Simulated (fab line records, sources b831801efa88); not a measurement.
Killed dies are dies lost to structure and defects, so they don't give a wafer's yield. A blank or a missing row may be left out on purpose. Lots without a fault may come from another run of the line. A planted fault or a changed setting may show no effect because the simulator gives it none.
fab line records | flow sfq_line
record lots=6 wafers=18 last_day=87
route steps=325 shown M2@92 I2@103
lots that met no fault: from a run of the same line without faults
start_h: hours from the record's first day to the start of the lot's first wafer shown | wait_h: hours since the lot's step before | " the same as in the row above | L1.1+2: a row that stands for several wafers | - no value, or no start given | * or withheld: withheld | < > ~ a bound
route shown NAME@n: a module of which the file shows steps, and the number in the route of the first | usual: mean/standard deviation of fault-free wafers | same: alike in all rows | chamber/n: place in a boat | sites: the reading at each site | _std_site: their standard deviation | _edge_site: outer sites' mean less inner sites' | radius_mm: how far each site lies from the wafer's centre | mask NAME#n: copy n | behind: the tool/chamber that last shaped the wafer | hold: why the lot was held/for how many hours/how that ended | device: the transistor (n, p or np) that didn't switch | end of line: the same wafers' tests at the end of the route | a step without rows: its recipe alone | killed: dies lost to structure and defects at the first sort, not the wafer's yield | map: a wafer's dies, x killed, . not, _ none there
set.NAME: the setting as run; set.NAME@STEP: as run at that earlier step | model.NAME: the simulator's own value behind a step, which no gauge read
lots at some steps of the route; a table a step, a row a wafer
services: from which hour (start_h, from the record's first day; less than 0 if before it) a tool's chamber was out of use, for how many hours, and why
## steps
# step SFQ_TRILAYER_M2_LITHO_COAT_062
# recipe resist=BARC spin_rpm=3000 resist_thk_nm=62
# step SFQ_TRILAYER_M2_LITHO_COAT_057
# recipe resist=KrF spin_rpm=3042 resist_thk_nm=600
# step SFQ_TRILAYER_M2_LITHO_SOFTBAKE_061
# recipe temp_c=withheld time_s=withheld resist=KrF
# step SFQ_TRILAYER_M2_LITHO_EXPOSE_058
# recipe mask_id=M2 na=0.6 source_shape=conventional sigma_outer=0.65 target_cd_nm=500 dose_mj=14.4
# step SFQ_TRILAYER_M2_LITHO_PEB_060
# recipe peb_temp_c=115 peb_time_s=60 resist=KrF
# step SFQ_TRILAYER_M2_LITHO_DEVELOP_059
# recipe time_s=60 resist=KrF
# step SFQ_M2_OVL_MEAS_916
# usual M2_OVL=-5/7.4
# columns lot.wafer tool chamber start_h wait_h M2_OVL[nm]
L705.1 overlay-02 - 770.06 0.1 6
L705.2 " - " " 5
L705.4 " - " " 7
L706.2 overlay-02 - 772.47 0.1 -9
L706.3 " - " " -23
L706.5 " - " " -13
L717.2 overlay-02 - 869.83 0.1 -2
L717.5 " - " " -4
L717.6 " - " " 4
L720.1 overlay-02 - 887.83 0.1 -7
L720.2 " - " " 7
L720.5 " - " " -1
L721.2 overlay-02 - 896.23 0.1 -4
L721.3 " - " " 2
L721.5 " - " " 5
L722.3 overlay-02 - 899.84 0.1 4
L722.5 " - " " 7
L722.6 " - " " 10
# step SFQ_TRILAYER_M2_BARC_OPEN_METAL_ETCH_077
# recipe mask_material=PR chemistry=O2 target_depth_nm=125 target=BARC icp_w=600 bias_w=80 pressure_mtorr=10 time_s=41.7
# usual drypump_motor_current_A=5.7/0.49 oes_product_au=0.685/0.0049
# columns lot.wafer tool chamber start_h wait_h drypump_motor_current_A oes_product_au rf_hours_counter_h
L705.1 rie_metal-04 1 770.10 0.0 6.2 0.680 48
L705.2 " 0 " " 6.1 0.679 105
L705.4 " 0 " " 6.2 0.681 -
L706.2 rie_metal-02 0 772.50 0.0 6.3 0.695 142
L706.3 " 1 " " 5.1 0.683 -
L706.5 " 1 " " 5.1 0.672 -
L717.2 rie_metal-02 0 869.86 0.0 6.3 0.679 9
L717.5 " 1 " " 5.1 0.694 -
L717.6 " 0 " " 6.3 0.692 -
L720.1 rie_metal-03 1 887.86 0.0 5.3 0.689 65
L720.2 " 0 " " 5.5 0.687 91
L720.5 " 1 " " 5.2 0.690 -
L721.2 rie_metal-03 1 896.26 0.0 5.3 0.681 66
L721.3 " 0 " " 5.5 0.684 -
L721.5 " 0 " " 5.5 0.687 -
L722.3 rie_metal-03 1 899.88 0.0 5.2 0.685 -
L722.5 " 0 " " 5.5 0.687 -
L722.6 " 1 " " 5.2 0.687 -
# step SFQ_TRILAYER_M2_ETCH_METAL_ETCH_060
# recipe target=Nb stop_on=SiO2 mask_material=PR chemistry=Cl2/Ar target_depth_nm=240 icp_w=600 bias_w=80 pressure_mtorr=10 time_s=120
# usual drypump_motor_current_A=5.7/0.49 oes_product_au=0.894/0.006
# columns lot.wafer tool chamber start_h wait_h drypump_motor_current_A oes_product_au rf_hours_counter_h
L705.1 rie_metal-04 1 770.15 0.0 6.2 0.887 48
L705.2 " 0 " " 6.2 0.890 105
L705.4 " 0 " " 6.2 0.894 -
L706.2 rie_metal-02 0 772.55 0.0 6.3 0.899 142
L706.3 " 1 " " 5.1 0.893 -
L706.5 " 1 " " 5.1 0.891 -
L717.2 rie_metal-02 0 869.92 0.0 6.3 0.895 9
L717.5 " 1 " " 5.1 0.891 -
L717.6 " 0 " " 6.3 0.899 -
L720.1 rie_metal-03 1 887.92 0.0 5.3 0.886 65
L720.2 " 0 " " 5.4 0.898 91
L720.5 " 1 " " 5.2 0.900 -
L721.2 rie_metal-03 1 896.32 0.0 5.3 0.904 66
L721.3 " 0 " " 5.5 0.894 -
L721.5 " 0 " " 5.5 0.896 -
L722.3 rie_metal-03 1 899.97 0.1 5.2 0.911 -
L722.5 " 0 " " 5.5 0.900 -
L722.6 " 1 " " 5.2 0.897 -
# step SFQ_TRILAYER_M2_STRIP_STRIP_061
# recipe gas=O2 power_w=200 platen_temp_c=40 overash_fraction=0.65 chemistry=O2 pressure_mtorr=50
# usual drypump_motor_current_A=5.7/0.49 oes_product_au=1.002/0.01
# columns lot.wafer tool chamber start_h wait_h drypump_motor_current_A oes_product_au rf_hours_counter_h
L705.1 rie_metal-04 1 770.28 0.1 6.2 1.020 48
L705.2 " 0 " " 6.2 0.997 105
L705.4 " 0 " " 6.2 1.000 -
L706.2 rie_metal-02 0 772.68 0.1 6.3 0.995 142
L706.3 " 1 " " 5.0 1.006 -
L706.5 " 1 " " 5.1 1.015 -
L717.2 rie_metal-02 0 870.05 0.1 6.3 1.012 9
L717.5 " 1 " " 5.1 1.017 -
L717.6 " 0 " " 6.3 1.010 -
L720.1 rie_metal-03 1 888.05 0.1 5.2 0.995 65
L720.2 " 0 " " 5.5 0.991 91
L720.5 " 1 " " 5.2 0.999 -
L721.2 rie_metal-03 1 896.45 0.1 5.3 0.991 66
L721.3 " 0 " " 5.5 0.998 -
L721.5 " 0 " " 5.5 0.997 -
L722.3 rie_metal-03 1 900.25 0.2 5.3 1.001 -
L722.5 " 0 " " 5.5 0.986 -
L722.6 " 1 " " 5.3 0.991 -
# step SFQ_TRILAYER_M2_STRIP_SOLV_CLEAN_062
# recipe chemistry=NMP temp_c=70 time_s=600
# step SFQ_TRILAYER_I2_DEP_PECVD_063
# recipe material=SiO2 temp_c=150 time_s=111.11 pressure_torr=2.4 rf_w=183.3 precursor=SiH4/N2O target_thk_nm=500
# usual heater_power_w=82/9.2 run_length_s=138.9/0.38 throttle_valve_pct=24.8/1.2
# columns lot.wafer tool chamber start_h wait_h heater_power_w run_length_s throttle_valve_pct model.SiO2_of_TRILAYER_I2_DEP_PECVD_063.thk_nm
L705.1 pecvd-03 2 771.05 0.0 89 138.5 23.2 489
L705.2 " 0 " " 88 138.9 24.8 492
L705.4 " 2 " " 94 138.6 23.2 499.6
L706.2 pecvd-02 2 773.45 0.0 73 139.1 26.1 501.8
L706.3 " 0 " " 84 139.4 25.1 505.3
L706.5 " 2 " " 76 139.5 26.2 502.7
L717.2 pecvd-03 1 870.82 0.0 82 131.4 25.9 460.8
L717.5 " 2 " " 92 131.0 23.2 458.1
L717.6 " 1 " " 84 130.9 26.1 472.7
L720.1 pecvd-02 1 888.82 0.0 88 137.9 27.2 506.3
L720.2 " 2 " " 86 139.6 26.2 508.6
L720.5 " 1 " " 93 138.1 27.2 517.3
L721.2 pecvd-04 2 897.22 0.0 90 138.7 23.6 509.9
L721.3 " 0 " " 59 138.9 24.8 510.6
L721.5 " 1 " " 82 138.5 24.3 513
L722.3 pecvd-03 1 900.82 0.0 90 130.7 26.1 462.6
L722.5 " 2 " " 90 130.7 23.3 459.9
L722.6 " 0 " " 88 130.9 25.3 465.4
# step SFQ_TRILAYER_I2_CMP_CMP_064
# recipe material=SiO2 down_force_psi=3 platen_rpm=60 pad_velocity_m_s=0.94248
# usual motor_current_A=10.7/0.94 time_to_endpoint_s=220/7.2
# columns lot.wafer tool chamber start_h wait_h motor_current_A time_to_endpoint_s
L705.1 cmp-02 2 777.60 6.5 10.6 210
L705.2 " 0 778.60 7.5 11.1 215
L705.4 " 1 " " 9.4 218
L706.2 cmp-02 3 781.10 7.6 11.4 218
L706.3 " 0 " " 11.4 218
L706.5 " 2 782.60 9.1 10.7 211
L717.2 cmp-02 3 880.60 9.7 11.1 197
L717.5 " 1 881.60 10.7 10.3 190
L717.6 " 2 " " 11.0 195
L720.1 cmp-02 1 904.10 15.2 9.6 221
L720.2 " 3 905.10 16.2 10.7 227
L720.5 " 1 906.10 17.2 9.7 228
L721.3 cmp-01 2 910.99 13.7 9.1 224
L721.2 " 3 " " 12.6 210
L721.5 " 1 912.49 15.2 9.2 230
L722.3 cmp-02 3 913.60 12.7 11.4 194
L722.6 " 1 914.60 13.7 10.1 189
L722.5 " 2 " " 11.1 183
# step SFQ_I2_BOW_MEAS_917
# recipe mode=bow
# usual I2_BOW=1/7.5
# columns lot.wafer tool chamber start_h wait_h I2_BOW[um]
L705.1 film_metro-04 - 780.60 2.5 8
L705.2 " - " " -4
L705.4 " - " " 10
L706.2 film_metro-04 - 783.62 2.0 -1
L706.3 " - " " -7
L706.5 " - " " -1
L717.2 film_metro-01 - 882.62 1.5 11
L717.5 " - " " -1
L717.6 " - " " 4
L720.1 film_metro-01 - 906.60 2.0 -4
L720.2 " - " " 24
L720.5 " - " " 6
L721.2 film_metro-01 - 913.01 1.0 6
L721.3 " - " " 13
L721.5 " - " " -5
L722.3 film_metro-04 - 915.64 1.5 4
L722.5 " - " " 6
L722.6 " - " " 10
## services
# columns tool chamber start_h hours kind
cmp-02 - 746.81 4.0 pm
cmp-02 - 750.81 - consumable_replace:conditioner
cmp-02 - 750.81 - consumable_replace:pad
cmp-01 - 762.62 2.9 repair
pecvd-02 0 766.55 2.0 repair
pecvd-04 2 767.59 49.1 repair
cmp-01 - 784.97 1.5 repair
rie_metal-04 - 789.94 2.1 repair
rie_metal-02 0 793.35 - clean
rie_metal-02 0 793.35 19.0 scheduled_down
rie_metal-02 0 793.35 19.0 vent_cycle
cmp-01 - 800.92 0.5 repair
cmp-02 - 818.42 0.6 repair
cmp-02 - 827.34 0.8 repair
cmp-01 - 829.82 0.2 repair
pecvd-03 - 834.48 2.8 pm
pecvd-04 1 854.87 18.6 repair
cmp-01 - 889.96 2.0 repair
pecvd-04 0 890.12 6.0 repair
## key
first_sign step=SFQ_TRILAYER_I2_DEP_PECVD_063 reading=run_length_s direction=down sigmas=21 usual=* struck=*
effect step=SFQ_TRILAYER_I2_CMP_CMP_064 reading=time_to_endpoint_s direction=down sigmas=3.9 usual=* struck=*
model_effect step=SFQ_TRILAYER_I2_DEP_PECVD_063 value=SiO2_of_TRILAYER_I2_DEP_PECVD_063.thk_nm without=498.9 struck=463.3
met_at SFQ_TRILAYER_I2_DEP_PECVD_063
struck_wafers L717.2,L717.5,L717.6,L722.3,L722.5,L722.6
onset_between 771.05 870.82
fault kind=process_parameter_drift tool=pecvd-03 chamber=- onset_h=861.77 steps=SFQ_TRILAYER_I2_DEP_PECVD_063 channel=time_s offset=* shape=step end_h=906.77 acts_in=* stated=*
